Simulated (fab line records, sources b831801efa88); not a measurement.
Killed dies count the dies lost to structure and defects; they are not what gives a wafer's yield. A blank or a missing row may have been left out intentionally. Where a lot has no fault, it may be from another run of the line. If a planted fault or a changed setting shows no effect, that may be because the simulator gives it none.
Which tool is to blame? -- flow gf180mcu -- 33 wafers from 11 lots sampled at 5 of the route's 602 steps

## WHAT THE GAUGES SHOWED, per wafer
GF_PASSIVATION_THK_MEAS_01.
lot,measured,on,PASSIVATION_CVD_00_THK (nm)
L381,day 28 03:17,filmMetro-02,987 1010 1006
L383,day 28 20:54,filmMetro-02,986 1002 987
L384,day 29 04:24,filmMetro-03,978 976 983
L386,day 29 20:13,filmMetro-02,1001 986 1006
L391,day 31 10:18,filmMetro-03,996 1001 1023
L394,day 32 00:13,filmMetro-02,1168 1190 1020
L396,day 32 12:49,filmMetro-03,982 1006 1003
L397,day 32 18:25,filmMetro-02,992 1002 1007
L400,day 33 10:49,filmMetro-02,996 1002 1009
L402,day 34 03:52,filmMetro-03,989 994 1003
L403,day 34 04:20,filmMetro-02,989 1001 999

## WHAT TOOL EACH LOT RAN ON (gives the tool, then ch and the chambers of the sampled wafers, and finally the start)
lot,GF_V4_ETCH_16,GF_V4_ETCH_17,GF_MIM_SPUTTER_03,GF_PASSIVATION_CVD_00
L381,"rieDiel-01 ch 0,2, day 24 10:16","rieDiel-01 ch 0,2, day 24 11:50 or earlier","pvdSputter-01, day 24 11:50","pecvd-04 ch 0,2, day 28 03:11"
L383,"rieDiel-02 ch 0,2,3, day 25 04:40","rieDiel-02 ch 0,2,3, day 25 06:11 or earlier","pvdSputter-02, day 25 06:11","pecvd-03 ch 0,1, day 28 20:46"
L384,"rieDiel-02 ch 0,2,3, day 25 13:33","rieDiel-02 ch 0,2,3, day 25 15:10 or earlier","pvdSputter-02, day 25 15:10","pecvd-04 ch 0,1,2, day 29 04:19"
L386,"rieDiel-01 ch 0,1,2, day 26 07:46","rieDiel-01 ch 0,1,2, day 26 09:16 or earlier","pvdSputter-04, day 26 09:16","pecvd-03 ch 1,2, day 29 20:07"
L391,"rieDiel-03 ch 0,1, day 28 01:40","rieDiel-03 ch 0,1, day 28 03:18 or earlier","pvdSputter-02, day 28 03:18","pecvd-01 ch 0,1,2, day 31 10:13"
L394,"rieDiel-03 ch 0,1,2, day 28 16:52","rieDiel-03 ch 0,1,2, day 28 18:31 or earlier","pvdSputter-01, day 28 18:31","pecvd-04 ch 0,2, day 32 00:07"
L396,"rieDiel-01 ch 0,1,3, day 29 06:12","rieDiel-01 ch 0,1,3, day 29 07:43 or earlier","pvdSputter-01, day 29 07:43","pecvd-03 ch 0,1, day 32 12:37"
L397,"rieDiel-03 ch 0,1, day 29 13:04","rieDiel-03 ch 0,1, day 29 14:37 or earlier","pvdSputter-02, day 29 14:37","pecvd-03 ch 0,2, day 32 18:10"
L400,"rieDiel-01 ch 0,2,3, day 30 07:54","rieDiel-01 ch 0,2,3, day 30 09:28 or earlier","pvdSputter-02, day 30 09:28","pecvd-01 ch 0,1, day 33 10:43"
L402,"rieDiel-02 ch 1,2, day 30 23:03","rieDiel-02 ch 1,2, day 31 00:35 or earlier","pvdSputter-04, day 31 00:35","pecvd-01 ch 0,1,2, day 34 03:46"
L403,"rieDiel-01 ch 0,1,3, day 31 04:53","rieDiel-01 ch 0,1,3, day 31 06:28 or earlier","pvdSputter-02, day 31 06:28","pecvd-03 ch 0,1,2, day 34 04:14"
- GF_V4_ETCH_16: etches BARC in N2/H2.
- GF_V4_ETCH_17: etches SiO2 in C4F8/O2/Ar, stops on TiN, target depth 630 nm.
- GF_MIM_SPUTTER_03: material Ti, target thk 10 nm, time 6.7 s.
- GF_PASSIVATION_CVD_00: deposits SiO2 from TEOS, target thk 1000 nm, time 111.95 s.

## AS READ BY THE TOOLS THEMSELVES (means over the sampled wafers that have a number; for cases with no such wafer, the mark the record gives instead)
GF_V4_ETCH_16.
lot,tool,drypumpMotorCurrentA (A),oesProductAu (a.u.),throttleValvePct (%)
L381,rieDiel-01,5.6,0.855,13.233
L383,rieDiel-02,6.2,0.856,13.228
L384,rieDiel-02,6.2,0.855,13.219
L386,rieDiel-01,5.5,0.853,13.221
L391,rieDiel-03,6.0,0.857,13.219
L394,rieDiel-03,5.6,0.856,13.226
L396,rieDiel-01,5.4,0.858,13.230
L397,rieDiel-03,5.9,0.857,13.227
L400,rieDiel-01,5.5,0.855,13.225
L402,rieDiel-02,6.3,0.856,13.225
L403,rieDiel-01,5.4,0.854,13.229

GF_V4_ETCH_17.
lot,tool,oesProductAu (a.u.)
L381,rieDiel-01,0.852
L383,rieDiel-02,0.857
L384,rieDiel-02,0.858
L386,rieDiel-01,0.860
L391,rieDiel-03,0.859
L394,rieDiel-03,0.863
L396,rieDiel-01,0.853
L397,rieDiel-03,0.859
L400,rieDiel-01,0.856
L402,rieDiel-02,0.860
L403,rieDiel-01,0.859

GF_MIM_SPUTTER_03.
lot,tool,throttleValvePct (%)
L381,pvdSputter-01,30.5
L383,pvdSputter-02,28.5
L384,pvdSputter-02,29.4
L386,pvdSputter-04,30.1
L391,pvdSputter-02,28.4
L394,pvdSputter-01,29.7
L396,pvdSputter-01,30.3
L397,pvdSputter-02,28.8
L400,pvdSputter-02,29.7
L402,pvdSputter-04,29.7
L403,pvdSputter-02,29.2

GF_PASSIVATION_CVD_00.
lot,tool,heaterPowerW (W),runLengthS (s)
L381,pecvd-04,697,139.7
L383,pecvd-03,610,140.4
L384,pecvd-04,706,140.0
L386,pecvd-03,656,139.9
L391,pecvd-01,657,139.3
L394,pecvd-04,735,153.5
L396,pecvd-03,656,140.5
L397,pecvd-03,539,139.8
L400,pecvd-01,574,139.1
L402,pecvd-01,608,139.6
L403,pecvd-03,567,140.2

## THE ANSWER, worked out from the rows above alone
Rule: the lots themselves supply what counts as usual. The widest of any qualifying gaps counts: lots, ordered by their means at a reading, are off when they make up no more than a third of the lots, leave a main group of 4 or more, and stand apart from it by 3 or more times the standard deviation of that group's means. If all means in a main group match to the digits the tables above print for the reading, that group is not used. Also off: a lot with no number at a reading for which 4 or more lots have one. The other lots that the step has rows for count as sound. The gauges are gone through in route order, then the tools' own readings, and for those a lot's mean is taken as printed above. At the first step where some lot is off, the reading lying furthest off is the one used; lots without a number count as furthest.
Off: L394, at GF_PASSIVATION_THK_MEAS_01 (PASSIVATION_CVD_00_THK). Mean 997 nm and standard deviation 7.1 in the main group.
If a tool, at a process step before that reading, ran all the lots that are off and no sound lot after the first of them, it fits. The gauges at GF_PASSIVATION_THK_MEAS_01 aren't tried: what is off there is off at GF_PASSIVATION_CVD_00 too, on other tools, and a gauge's error can't cause that. GF_V4_ETCH_17 gives no start for some lots, so the hours and the order of its lots are those of GF_MIM_SPUTTER_03. One fits: pecvd-04 at GF_PASSIVATION_CVD_00. A fault onset in the window from L384 (day 29 04:19, its last sound lot) to L394 (day 32 00:07, its first lot off) fits.
The tool's own readings at GF_PASSIVATION_CVD_00 bear it out: on the lots that are off they differ by more than 5 times the standard deviation of the sound lots' means. runLengthS reads 153.5 s there against 139.8 s on the sound lots.

## WHAT THE SIMULATOR HAD PUT IN
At GF_PASSIVATION_CVD_00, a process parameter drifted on pecvd-04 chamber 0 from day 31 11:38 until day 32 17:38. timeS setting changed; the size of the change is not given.
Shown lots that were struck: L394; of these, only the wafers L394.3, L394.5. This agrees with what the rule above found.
